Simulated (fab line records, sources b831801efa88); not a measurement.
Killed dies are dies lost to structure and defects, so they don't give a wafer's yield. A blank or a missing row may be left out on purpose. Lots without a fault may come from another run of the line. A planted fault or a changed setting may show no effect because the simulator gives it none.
fab line records | flow sky130
record lots=5 wafers=15 last_day=50
route steps=708 shown VIA1@475 METAL2@483 PAD_OPEN@708
lots that met no fault: from a run of the same line without faults
start_h: hours from the record's first day to the start of the lot's first wafer shown | wait_h: hours since the lot's step before | " the same as in the row above | L1.1+2: a row that stands for several wafers | - no value, or no start given | * or withheld: withheld | < > ~ a bound
route shown NAME@n: a module of which the file shows steps, and the number in the route of the first | usual: mean/standard deviation of fault-free wafers | same: alike in all rows | chamber/n: place in a boat | sites: the reading at each site | _std_site: their standard deviation | _edge_site: outer sites' mean less inner sites' | radius_mm: how far each site lies from the wafer's centre | mask NAME#n: copy n | behind: the tool/chamber that last shaped the wafer | hold: why the lot was held/for how many hours/how that ended | device: the transistor (n, p or np) that didn't switch | end of line: the same wafers' tests at the end of the route | a step without rows: its recipe alone | killed: dies lost to structure and defects at the first sort, not the wafer's yield | map: a wafer's dies, x killed, . not, _ none there
set.NAME: the setting as run; set.NAME@STEP: as run at that earlier step | model.NAME: the simulator's own value behind a step, which no gauge read
lots at some steps of the route; a table a step, a row a wafer
services: from which hour (start_h, from the record's first day; less than 0 if before it) a tool's chamber was out of use, for how many hours, and why
## steps
# step SKY_VIA1_STRIP_17
# recipe chemistry=post_etch_residue_remover time_s=1200 temp_c=72.5
# step SKY_VIA1_CLEAN_18
# recipe chemistry=IPA time_s=180 temp_c=25
# step SKY_VIA1_CLEAN_19
# recipe chemistry=O3/DIW dry=n2_spin
# step SKY_VIA1_SPUTTER_20
# recipe material=TiN target_thk_nm=20 chamber_pressure_pa=5 power_w=4000 time_s=80
# step SKY_VIA1_CVD_21
# recipe material=W target_thk_nm=270 time_s=80.902 temp_c=400 pressure_torr=40
# step SKY_VIA1_RS_MEAS_22
# recipe thk_meas_gauge=four-point-probe reads=W_of_VIA1_CVD_21+TiN_of_VIA1_SPUTTER_20
# usual VIA1_W_RS=0.430/0.0056
# columns lot.wafer tool chamber start_h wait_h VIA1_W_RS[ohm/sq]
L716.2 film_metro-03 - 798.19 0.1 0.430
L716.4 " - " " 0.427
L716.5 " - " " 0.426
L717.2 film_metro-03 - 802.52 0.1 0.429
L717.3 " - " " 0.428
L717.6 " - " " 0.431
L736.2 film_metro-03 - 955.28 0.1 0.422
L736.3 " - " " 0.425
L736.6 " - " " 0.429
L737.1 film_metro-03 - 965.91 0.1 0.435
L737.3 " - " " 0.434
L737.6 " - " " 0.428
L738.4 film_metro-03 - 969.48 0.1 0.434
L738.5 " - " " 0.433
L738.6 " - " " 0.440
# step SKY_VIA1_THK_MEAS_23
# recipe thk_meas_gauge=xrf reads=W_of_VIA1_CVD_21
# usual VIA1_W_THK=275/3.7
# columns lot.wafer tool chamber start_h wait_h VIA1_W_THK[nm]
L716.2 film_metro-03 - 798.30 0.1 274
L716.4 " - " " 275
L716.5 " - " " 276
L717.2 film_metro-03 - 802.63 0.1 274
L717.3 " - " " 275
L717.6 " - " " 272
L736.2 film_metro-03 - 955.39 0.1 277
L736.3 " - " " 277
L736.6 " - " " 274
L737.1 film_metro-03 - 966.03 0.1 269
L737.3 " - " " 269
L737.6 " - " " 274
L738.4 film_metro-03 - 969.57 0.1 269
L738.5 " - " " 272
L738.6 " - " " 267
# step SKY_VIA1_CMP_24
# recipe stop_on=SiO2 t_overpolish_s=15 down_force_psi=3.5 platen_rpm=60 target_thk_nm=0 pad_velocity_m_s=0.94248
# step SKY_METAL2_SPUTTER_00
# recipe material=Ti target_thk_nm=15 power_w=3000 time_s=10 chamber_pressure_pa=0.4
# step SKY_METAL2_SPUTTER_01
# recipe material=TiN target_thk_nm=20 power_w=6500 time_s=16.7 chamber_pressure_pa=0.4
# usual throttle_valve_pct=29.6/0.99
# columns lot.wafer tool chamber start_h wait_h throttle_valve_pct
L716.2 pvd_sputter-04 - 798.67 0.0 27.6
L716.4 " - " " 30.7
L716.5 " - " " 29.1
L717.2 pvd_sputter-03 - 803.00 0.0 30.2
L717.3 " - " " 30.2
L717.6 " - " " 30.2
L736.2 pvd_sputter-03 - 955.76 0.0 30.2
L736.3 " - " " 29.0
L736.6 " - " " 30.1
L737.1 pvd_sputter-04 - 966.41 0.0 29.1
L737.3 " - " " 27.9
L737.6 " - " " 27.7
L738.4 pvd_sputter-02 - 969.92 0.0 27.4
L738.5 " - " " 29.9
L738.6 " - " " 30.5
# step SKY_METAL2_SPUTTER_02
# recipe material=AlCu target_thk_nm=250 power_w=10600 time_s=13.3 chamber_pressure_pa=0.4
# usual throttle_valve_pct=29.6/1
# columns lot.wafer tool chamber start_h wait_h throttle_valve_pct
L716.2 pvd_sputter-04 - 798.69 0.0 27.8
L716.4 " - " " 31.0
L716.5 " - " " 29.2
L717.2 pvd_sputter-03 - 803.02 0.0 30.1
L717.3 " - " " 30.3
L717.6 " - " " 30.2
L736.2 pvd_sputter-03 - 955.79 0.0 29.8
L736.3 " - " " 28.9
L736.6 " - " " 29.7
L737.1 pvd_sputter-04 - 966.44 0.0 29.1
L737.3 " - " " 27.7
L737.6 " - " " 27.6
L738.4 pvd_sputter-02 - 969.95 0.0 27.4
L738.5 " - " " 29.7
L738.6 " - " " 30.8
# step SKY_METAL2_SPUTTER_03
# recipe material=Ti target_thk_nm=5 power_w=3000 time_s=3.3 chamber_pressure_pa=0.4
# usual throttle_valve_pct=29.5/0.99
# columns lot.wafer tool chamber start_h wait_h throttle_valve_pct
L716.2 pvd_sputter-04 - 798.72 0.0 27.7
L716.4 " - " " 30.8
L716.5 " - " " 29.4
L717.2 pvd_sputter-03 - 803.05 0.0 30.2
L717.3 " - " " 30.0
L717.6 " - " " 30.0
L736.2 pvd_sputter-03 - 955.81 0.0 29.9
L736.3 " - " " 29.0
L736.6 " - " " 30.1
L737.1 pvd_sputter-04 - 966.46 0.0 29.1
L737.3 " - " " 27.9
L737.6 " - " " 27.7
L738.4 pvd_sputter-02 - 969.97 0.0 27.4
L738.5 " - " " 29.8
L738.6 " - " " 31.0
# step SKY_METAL2_SPUTTER_04
# recipe material=TiN target_thk_nm=70 power_w=6500 time_s=58.3 chamber_pressure_pa=0.4
# usual throttle_valve_pct=29.6/1
# columns lot.wafer tool chamber start_h wait_h throttle_valve_pct model.TiN_of_METAL2_SPUTTER_04.thk_nm
L716.2 pvd_sputter-04 - 798.74 0.0 27.7 68.36
L716.4 " - " " 30.8 69.69
L716.5 " - " " 29.1 71.42
L717.2 pvd_sputter-03 - 803.07 0.0 29.9 68.29
L717.3 " - " " 30.1 70.89
L717.6 " - " " 30.0 68.01
L736.2 pvd_sputter-03 - 955.83 0.0 29.8 86.25
L736.3 " - " " 28.8 70.09
L736.6 " - " " 30.0 86.45
L737.1 pvd_sputter-04 - 966.48 0.0 29.3 71.98
L737.3 " - " " 27.9 69.12
L737.6 " - " " 27.9 69.15
L738.4 pvd_sputter-02 - 969.99 0.0 27.3 68.57
L738.5 " - " " 29.8 69.68
L738.6 " - " " 31.0 70.3
# step SKY_METAL2_RS_MEAS_05
# recipe thk_meas_gauge=four-point-probe reads=TiN_of_METAL2_SPUTTER_04+Ti_of_METAL2_SPUTTER_03+AlCu_of_METAL2_SPUTTER_02+TiN_of_METAL2_SPUTTER_01+Ti_of_METAL2_SPUTTER_00
# usual METAL2_ALCU_RS=0.1270/0.0019
# columns lot.wafer tool chamber start_h wait_h METAL2_ALCU_RS[ohm/sq]
L716.2 film_metro-01 - 798.82 0.1 0.1293
L716.4 " - " " 0.1271
L716.5 " - " " 0.1293
L717.2 film_metro-03 - 803.14 0.0 0.1301
L717.3 " - " " 0.1310
L717.6 " - " " 0.1309
L736.2 film_metro-01 - 955.90 0.0 0.1298
L736.3 " - " " 0.1267
L736.6 " - " " 0.1307
L737.1 film_metro-01 - 966.53 0.0 0.1261
L737.3 " - " " 0.1259
L737.6 " - " " 0.1250
L738.4 film_metro-01 - 970.10 0.1 0.1268
L738.5 " - " " 0.1266
L738.6 " - " " 0.1256
# step SKY_METAL2_THK_MEAS_06
# recipe thk_meas_gauge=xrf reads=AlCu_of_METAL2_SPUTTER_02
# usual METAL2_ALCU_THK=250/3.9
# columns lot.wafer tool chamber start_h wait_h METAL2_ALCU_THK[nm]
L716.2 film_metro-01 - 798.93 0.1 248
L716.4 " - " " 254
L716.5 " - " " 247
L717.2 film_metro-03 - 803.25 0.1 244
L717.3 " - " " 240
L717.6 " - " " 243
L736.2 film_metro-01 - 956.01 0.1 237
L736.3 " - " " 252
L736.6 " - " " 235
L737.1 film_metro-01 - 966.65 0.1 251
L737.3 " - " " 253
L737.6 " - " " 256
L738.4 film_metro-01 - 970.19 0.1 252
L738.5 " - " " 253
L738.6 " - " " 253
# step SKY_METAL2_DEHYDRATE_07
# recipe temp_c=200 time_s=60
# step SKY_METAL2_HMDS_08
# recipe prime_time_s=60 prime_temp_c=120
# step SKY_METAL2_COAT_09
# recipe resist=BARC temp_c=withheld time_s=withheld spin_rpm=3000 resist_thk_nm=60
# step SKY_METAL2_COAT_10
# recipe resist=KrF-thick spin_rpm=3000 resist_thk_nm=450
# step SKY_METAL2_SOFTBAKE_11
# recipe temp_c=100 time_s=90 resist=KrF-thick
# step SKY_METAL2_EXPOSE_12
# recipe mask_id=MM2 na=0.8 source_shape=annular sigma_inner=0.55 sigma_outer=0.85 target_cd_nm=140 dose_mj=28
# step SKY_METAL2_PEB_13
# recipe peb_temp_c=withheld peb_time_s=withheld resist=KrF-thick
# step SKY_METAL2_DEVELOP_14
# recipe develop_time_s=60 resist=KrF-thick dev_temp_c=21
# step SKY_METAL2_CD_MEAS_15
# recipe target_cd_nm=140
# usual cd_nm=140.2/1.3
# columns lot.wafer tool chamber start_h wait_h cd_nm
L716.2 cd_sem-01 - 825.45 - 140.8
L716.4 " - " " 143.2
L716.5 " - " " 142.5
L717.2 cd_sem-02 - 830.31 - 140.3
L717.3 " - " " 141.1
L717.6 " - " " 139.0
L736.2 cd_sem-02 - 979.53 - 140.7
L736.3 " - " " 139.6
L736.6 " - " " 139.4
L737.1 cd_sem-02 - 990.26 - 140.5
L737.3 " - " " 138.9
L737.6 " - " " 138.4
L738.4 cd_sem-01 - 994.09 - 142.7
L738.5 " - " " 140.9
L738.6 " - " " 140.1
# step SKY_METAL2_OVL_MEAS_16
# usual METAL2_OVL=1/4.6
# columns lot.wafer tool chamber start_h wait_h METAL2_OVL[nm]
L716.2 overlay-01 - 825.55 0.1 1
L716.4 " - " " 1
L716.5 " - " " 5
L717.2 overlay-02 - 830.41 0.1 -1
L717.3 " - " " 1
L717.6 " - " " -1
L736.2 overlay-02 - 979.63 0.1 9
L736.3 " - " " 4
L736.6 " - " " 9
L737.1 overlay-02 - 990.38 0.1 -3
L737.3 " - " " -7
L737.6 " - " " 2
L738.4 overlay-02 - 994.17 0.1 -5
L738.5 " - " " -4
L738.6 " - " " -3
# step SKY_METAL2_DESCUM_17
# recipe chemistry=O2 source_power_w=150 bias_power_w=0 pressure_mtorr=10 temp_c=40 time_s=8
# usual drypump_motor_current_A=5.6/0.5 oes_product_au=1.004/0.013 temp_c=40.00/0.14
# columns lot.wafer tool chamber start_h wait_h drypump_motor_current_A oes_product_au rf_hours_counter_h temp_c
L716.2 rie_metal-01 0 825.58 0.0 6.2 1.006 18 40.20
L716.4 " 1 " " 5.2 0.989 - 39.96
L716.5 " 0 " " 6.3 1.000 - 40.13
L717.2 rie_metal-04 1 830.44 0.0 4.9 0.991 13 39.78
L717.3 " 1 " " 4.9 0.998 - 39.89
L717.6 " 1 " " 4.9 0.995 - 39.74
L736.2 rie_metal-04 0 979.66 0.0 6.2 1.006 10 40.02
L736.3 " 1 " " 4.9 1.012 - 39.97
L736.6 " 1 " " 4.9 1.003 - 39.88
L737.1 rie_metal-03 0 990.41 0.0 5.4 1.007 11 40.00
L737.3 " 0 " " 5.4 1.002 - 40.03
L737.6 " 1 " " 6.1 1.006 - 40.22
L738.4 rie_metal-03 1 994.19 0.0 6.0 1.008 - 39.90
L738.5 " 1 " " 6.1 1.011 - 40.08
L738.6 " 0 " " 5.4 1.024 - 40.21
# step SKY_METAL2_ETCH_18
# recipe chemistry=N2/H2 target=BARC ion_energy_ev=200 bias_w=100 pressure_mtorr=30 n2_flow_sccm=100 h2_flow_sccm=200 icp_w=500 stop_on=SiO2 time_s=45.9 target_depth_a=600
# step SKY_METAL2_METAL_ETCH_19
# recipe target_depth_a=3600 stop_on=SiO2 over_etch_frac=0.3 time_s=78 chemistry=Cl2/BCl3 resist_sidewall_deg=88 pressure_mtorr=10 icp_w=900 bias_w=48.5 Cl2_flow_sccm=60 bcl3_flow_sccm=30
# step SKY_METAL2_STRIP_20
# recipe chemistry=O2/N2 power_w=1400 pressure_mtorr=1500 platen_temp_c=withheld o2_flow_sccm=3000 n2_flow_sccm=300 overash_fraction=0.5
# usual drypump_motor_current_A=5.6/0.58 oes_product_au=0.341/0.0049 strip_time_to_endpoint_s=2.68/0.046
# columns lot.wafer tool chamber start_h wait_h drypump_motor_current_A oes_product_au rf_hours_counter_h strip_time_to_endpoint_s
L716.2 plasma_asher-03 1 825.77 0.1 5.2 0.330 7 2.65
L716.4 " 1 " " 5.3 0.345 - 2.73
L716.5 " 1 " " 5.2 0.343 - 2.66
L717.2 plasma_asher-02 0 830.63 0.1 4.9 0.351 102 2.70
L717.3 " 0 " " 4.9 0.337 - 2.70
L717.6 " 0 " " 4.9 0.343 - 2.67
L736.2 plasma_asher-02 1 979.85 0.1 6.2 0.342 117 2.67
L736.3 " 1 " " 6.2 0.339 - 2.68
L736.6 " 1 " " 6.2 0.347 - 2.67
L737.1 plasma_asher-04 0 990.60 0.1 6.6 0.336 86 2.63
L737.3 " 1 " " 5.5 0.332 - 2.63
L737.6 " 0 " " 6.6 0.335 - 2.71
L738.4 plasma_asher-04 1 994.40 0.1 5.5 0.337 - 2.71
L738.5 " 0 " " 6.6 0.336 - 2.69
L738.6 " 1 " " 5.5 0.338 - 2.63
# step SKY_METAL2_STRIP_21
# recipe chemistry=post_etch_residue_remover time_s=1200 temp_c=72.5
# usual temp_c=72.51/0.14
# columns lot.wafer tool chamber start_h wait_h temp_c model.TiN_of_METAL2_SPUTTER_04.thk_nm
L716.2 wet_bench-03 3 825.87 0.1 72.67 67.94
L716.4 " 3 " " 72.63 69.28
L716.5 " 3 " " 72.68 71.01
L717.2 wet_bench-03 3 830.73 0.1 72.55 67.88
L717.3 " 3 " " 72.56 70.47
L717.6 " 3 " " 72.67 67.59
L736.2 wet_bench-03 0 979.95 0.1 72.64 85.82
L736.3 " 0 " " 72.49 69.66
L736.6 " 0 " " 72.54 86.03
L737.1 wet_bench-04 1 990.70 0.1 72.52 71.56
L737.3 " 1 " " 72.71 68.7
L737.6 " 1 " " 72.66 68.73
L738.4 wet_bench-02 3 994.47 0.0 72.64 68.16
L738.5 " 3 " " 72.45 69.27
L738.6 " 3 " " 72.51 69.88
# step SKY_METAL2_CLEAN_22
# recipe chemistry=IPA time_s=180 temp_c=25
# step SKY_PAD_OPEN_PROBE_99
# usual defect_limited_yield=82.4/1.9 killed_at_M0_to_M3=43/6.7 killed_at_M4_up=3.1/1.9 killed_at_contacts=25/5 killed_at_front_end=15/4 killed_at_other=0.4/0.69 killed_dies=87/9.2 killed_open=46/7.1 killed_short=40/6.8 sort_bin_3_pad_short=0.9/0.48 sort_bin_5_function=10.3/1.5 sort_bin_6_memory=6.4/1.2 sort_n_pass=405/9.2 sort_yield_pct=82.4/1.9
# same gross_dies=492 killed_at_back_side=0 sort_bin_4_leakage[%]=0 sort_bin_8_speed[%]=0
# columns lot.wafer tool chamber start_h wait_h defect_limited_yield[%] killed_at_M0_to_M3 killed_at_M4_up killed_at_contacts killed_at_front_end killed_at_other killed_dies killed_open killed_short sort_bin_3_pad_short[%] sort_bin_5_function[%] sort_bin_6_memory[%] sort_n_pass sort_yield_pct[%]
L717.2 prober-02 - 1089.06 0.1 81.5 53 4 24 10 0 91 43 48 0.6 11.4 6.5 401 81.5
L717.3 prober-02 - 1089.11 0.2 83.1 37 4 28 14 0 83 39 44 0.6 10.6 5.7 409 83.1
L717.6 prober-02 - 1089.26 0.2 83.7 34 3 31 12 0 80 45 35 0.6 10.0 5.7 412 83.7
L738.4 prober-02 - 1206.32 0.2 83.7 40 2 25 13 0 80 50 28 0.6 8.9 6.7 412 83.7
L738.5 prober-02 - 1206.37 0.2 80.9 47 10 22 15 0 94 45 49 1.2 10.0 7.9 398 80.9
L738.6 prober-02 - 1206.42 0.2 84.8 28 2 30 15 0 75 40 34 0.8 8.1 6.3 417 84.8
# killed by level:class
L717.2 VIA1:geometric_particle:open=12 VIA2:geometric_particle:short=8 METAL1:geometric_particle:short=7 CONTACT:geometric_particle:open=7 LI_CONTACT:geometric_particle:open=6 METAL2:geometric_particle:short=6 LOCAL_INTERCONNECT:geometric_particle:short=5 VIA1:geometric_particle:short=5
L717.3 CONTACT:geometric_particle:short=8 LI_CONTACT:geometric_particle:open=7 CONTACT:geometric_particle:open=6 VIA1:geometric_particle:short=6 VIA2:geometric_particle:open=6 LOCAL_INTERCONNECT:geometric_particle:short=5 FIELD_ISO:geometric_particle:short=4 POLY_GATE:geometric_particle:open=4
L717.6 VIA1:geometric_particle:open=13 LI_CONTACT:geometric_particle:short=9 CONTACT:geometric_particle:open=9 LI_CONTACT:geometric_particle:open=7 METAL1:geometric_particle:short=5 VIA1:geometric_particle:short=5 POLY_GATE:geometric_particle:short=4 FIELD_ISO:geometric_particle:open=3
L738.4 CONTACT:geometric_particle:open=12 VIA1:geometric_particle:open=9 METAL1:geometric_particle:short=8 LI_CONTACT:geometric_particle:open=7 VIA3:geometric_particle:open=6 VIA2:geometric_particle:open=4 VIA2:geometric_particle:short=4 FIELD_ISO:geometric_particle:open=3
L738.5 VIA1:geometric_particle:open=10 METAL1:geometric_particle:short=6 CONTACT:geometric_particle:open=6 VIA3:geometric_particle:short=6 METAL4:geometric_particle:short=6 METAL2:geometric_particle:short=6 FIELD_ISO:geometric_particle:open=5 POLY_GATE:geometric_particle:short=5
L738.6 CONTACT:geometric_particle:open=8 LI_CONTACT:geometric_particle:open=8 FIELD_ISO:geometric_particle:short=7 VIA3:geometric_particle:open=6 LI_CONTACT:geometric_particle:short=5 CONTACT:geometric_particle:short=4 LOCAL_INTERCONNECT:geometric_particle:short=4 VIA1:geometric_particle:open=4
## services
# columns tool chamber start_h hours kind
plasma_asher-04 - 778.82 2.6 repair
pvd_sputter-02 - 783.89 2.0 repair
rie_metal-03 0 804.55 1.2 repair
pvd_sputter-03 1 815.27 - consumable_replace:kit
pvd_sputter-03 1 815.27 18.0 scheduled_down
pvd_sputter-03 1 815.27 18.0 vent_cycle
pvd_sputter-02 - 823.24 5.2 repair
plasma_asher-03 - 823.44 1.9 repair
wet_bench-03 - 847.45 1.4 repair
pvd_sputter-04 - 850.35 2.1 repair
wet_bench-02 - 854.87 3.1 repair
rie_metal-03 1 859.70 55.5 repair
rie_metal-01 - 888.85 2.8 pm
plasma_asher-04 - 905.75 9.4 repair
wet_bench-02 - 928.81 7.6 repair
wet_bench-02 - 936.41 4.4 pm
pvd_sputter-03 - 947.15 2.1 repair
pvd_sputter-04 - 949.69 1.8 repair
pvd_sputter-04 0 958.13 - consumable_replace:kit
pvd_sputter-04 0 958.13 18.0 scheduled_down
pvd_sputter-04 0 958.13 18.0 vent_cycle
plasma_asher-02 - 961.62 2.8 pm
plasma_asher-04 - 980.43 0.8 repair
rie_metal-01 1 985.62 5.7 repair
## key
first_sign none at tools or gauges
model_effect step=SKY_METAL2_SPUTTER_04 value=TiN_of_METAL2_SPUTTER_04.thk_nm without=70.14 struck=86.35
model_effect step=SKY_METAL2_STRIP_21 value=TiN_of_METAL2_SPUTTER_04.thk_nm without=69.72 struck=85.92
met_at SKY_METAL2_SPUTTER_04
struck_wafers L736.2,L736.6
onset_between 803.07 955.83
fault kind=process_parameter_drift tool=pvd_sputter-03 chamber=- onset_h=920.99 steps=SKY_METAL2_SPUTTER_04 channel=time_s offset=* shape=step end_h=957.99 acts_in=* stated=* scope=struck_wafers_only
